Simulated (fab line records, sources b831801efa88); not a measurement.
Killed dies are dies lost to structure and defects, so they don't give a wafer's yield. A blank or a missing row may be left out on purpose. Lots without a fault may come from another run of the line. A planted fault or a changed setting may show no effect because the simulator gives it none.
Which tool did it? | flow sky130 | 12 lots, 36 wafers sampled, at 4 steps of a route of 708

WHAT THE GAUGES READ, wafer by wafer
SKY_PASSIVATION_THK_MEAS_03.
lot  | measured     | on            | PASSIVATION_CVD_02_THK (nm)
L890 | day 44 01:28 | film_metro-04 | 547 544 549
L891 | day 44 12:08 | film_metro-03 | 530 528 537
L892 | day 44 18:00 | film_metro-03 | 539 541 548
L893 | day 44 23:08 | film_metro-04 | 543 543 560
L894 | day 45 10:52 | film_metro-04 | 547 534 552
L895 | day 45 18:53 | film_metro-03 | 536 539 551
L899 | day 46 21:04 | film_metro-03 | 545 532 559
L901 | day 47 02:36 | film_metro-04 | 551 542 539
L904 | day 48 00:09 | film_metro-04 | 529 539 544
L909 | day 49 01:26 | film_metro-01 | 542 536 542
L910 | day 49 06:08 | film_metro-04 | 528 541 539
L913 | day 49 15:35 | film_metro-04 | 528 536 545

WHICH TOOL RAN EACH LOT (tool, then ch and the chambers of the sampled wafers, then the start)
lot  | SKY_VIA1_SPUTTER_20          | SKY_VIA3_ETCH_15                   | SKY_VIA4_SPUTTER_17
L890 | pvd_sputter-01, day 34 02:29 | rie_diel-04 ch 0,2, day 39 18:41   | pvd_sputter-01, day 43 00:17
L891 | pvd_sputter-04, day 34 11:35 | rie_diel-04 ch 0,2,3, day 40 06:08 | pvd_sputter-04, day 43 11:28
L892 | pvd_sputter-01, day 34 20:37 | rie_diel-02 ch 0,2,3, day 40 11:59 | pvd_sputter-03, day 43 17:07
L893 | pvd_sputter-03, day 35 03:49 | rie_diel-04 ch 0,2, day 40 20:14   | pvd_sputter-01, day 43 22:50
L894 | pvd_sputter-03, day 35 14:43 | rie_diel-02 ch 0,2,3, day 41 05:50 | pvd_sputter-03, day 44 10:05
L895 | pvd_sputter-01, day 36 03:55 | rie_diel-04 ch 0,2, day 41 17:04   | pvd_sputter-04, day 44 19:05
L899 | pvd_sputter-03, day 37 15:56 | rie_diel-01 ch 0,1, day 43 00:22   | pvd_sputter-01, day 45 23:16
L901 | pvd_sputter-03, day 37 21:06 | rie_diel-02 ch 1,2,3, day 43 06:50 | pvd_sputter-01, day 46 04:28
L904 | pvd_sputter-04, day 38 22:52 | rie_diel-04 ch 0,2,3, day 44 05:44 | pvd_sputter-04, day 47 01:50
L909 | pvd_sputter-01, day 40 04:39 | rie_diel-01 ch 1,2, day 45 07:50   | pvd_sputter-03, day 48 04:00
L910 | pvd_sputter-04, day 40 09:01 | rie_diel-02 ch 0,1, day 45 13:38   | pvd_sputter-01, day 48 08:23
L913 | pvd_sputter-01, day 41 03:21 | rie_diel-02 ch 1,2, day 46 03:22   | pvd_sputter-01, day 48 19:24
- SKY_VIA1_SPUTTER_20: material TiN, target thk 20 nm, time 80 s.
- SKY_VIA3_ETCH_15: etches SiO2 in C4F8/O2/Ar, stops on TiN, target depth 507 nm, time 78 s.
- SKY_VIA4_SPUTTER_17: material TiN, target thk 20 nm, time 80 s.

WHAT THE TOOLS THEMSELVES READ (means of the sampled wafers that have a number; where no wafer has one, the mark that the record gives instead)
SKY_VIA1_SPUTTER_20.
lot  | tool           | throttle_valve_pct (%)
L890 | pvd_sputter-01 | 29.5
L891 | pvd_sputter-04 | 28.9
L892 | pvd_sputter-01 | 29.4
L893 | pvd_sputter-03 | 29.9
L894 | pvd_sputter-03 | 30.2
L895 | pvd_sputter-01 | 30.0
L899 | pvd_sputter-03 | 30.3
L901 | pvd_sputter-03 | 30.2
L904 | pvd_sputter-04 | 29.5
L909 | pvd_sputter-01 | 29.9
L910 | pvd_sputter-04 | 29.1
L913 | pvd_sputter-01 | 29.9

SKY_VIA3_ETCH_15.
lot  | tool        | oes_product_au (a.u.) | rf_fwd_power_W (W)
L890 | rie_diel-04 | 0.952                 | 1492
L891 | rie_diel-04 | 0.944                 | 1490
L892 | rie_diel-02 | 0.941                 | 1494
L893 | rie_diel-04 | 0.949                 | 1485
L894 | rie_diel-02 | 0.948                 | 1495
L895 | rie_diel-04 | 0.946                 | 1490
L899 | rie_diel-01 | 0.949                 | 1489
L901 | rie_diel-02 | 0.948                 | 1489
L904 | rie_diel-04 | 0.947                 | 1491
L909 | rie_diel-01 | 0.947                 | 1487
L910 | rie_diel-02 | 0.948                 | 1489
L913 | rie_diel-02 | 0.946                 | 1490

SKY_VIA4_SPUTTER_17.
lot  | tool           | throttle_valve_pct (%)
L890 | pvd_sputter-01 | 30.2
L891 | pvd_sputter-04 | 29.4
L892 | pvd_sputter-03 | 30.3
L893 | pvd_sputter-01 | 29.4
L894 | pvd_sputter-03 | 30.3
L895 | pvd_sputter-04 | 29.1
L899 | pvd_sputter-01 | 29.6
L901 | pvd_sputter-01 | 29.9
L904 | pvd_sputter-04 | 28.5
L909 | pvd_sputter-03 | 30.0
L910 | pvd_sputter-01 | 30.2
L913 | pvd_sputter-01 | 30.2

THE ANSWER, worked out from the rows above alone
Rule: what is usual is taken from the lots themselves. Put in order of their means at a reading, lots are off if they are a third of the lots or fewer, leave a main group of 4 or more, and stand apart from it by a gap of 3 or more times the standard deviation of the main group's means; of several such gaps the widest counts. A main group whose means are all the same, to the digits that the tables above print for the reading, isn't used. A lot without any number at a reading at which 4 lots or more have one is off too. The other lots that the step has rows for count as sound. The gauges are gone through in route order, then the tools' own readings, and for those a lot's mean is taken as printed above. The first step at which some lot is off is used, and at that step the reading that is off furthest; a lot without a number counts as furthest.
No lot is off at any reading shown: from this, nothing can be told.

WHAT THE SIMULATOR HAD PUT IN
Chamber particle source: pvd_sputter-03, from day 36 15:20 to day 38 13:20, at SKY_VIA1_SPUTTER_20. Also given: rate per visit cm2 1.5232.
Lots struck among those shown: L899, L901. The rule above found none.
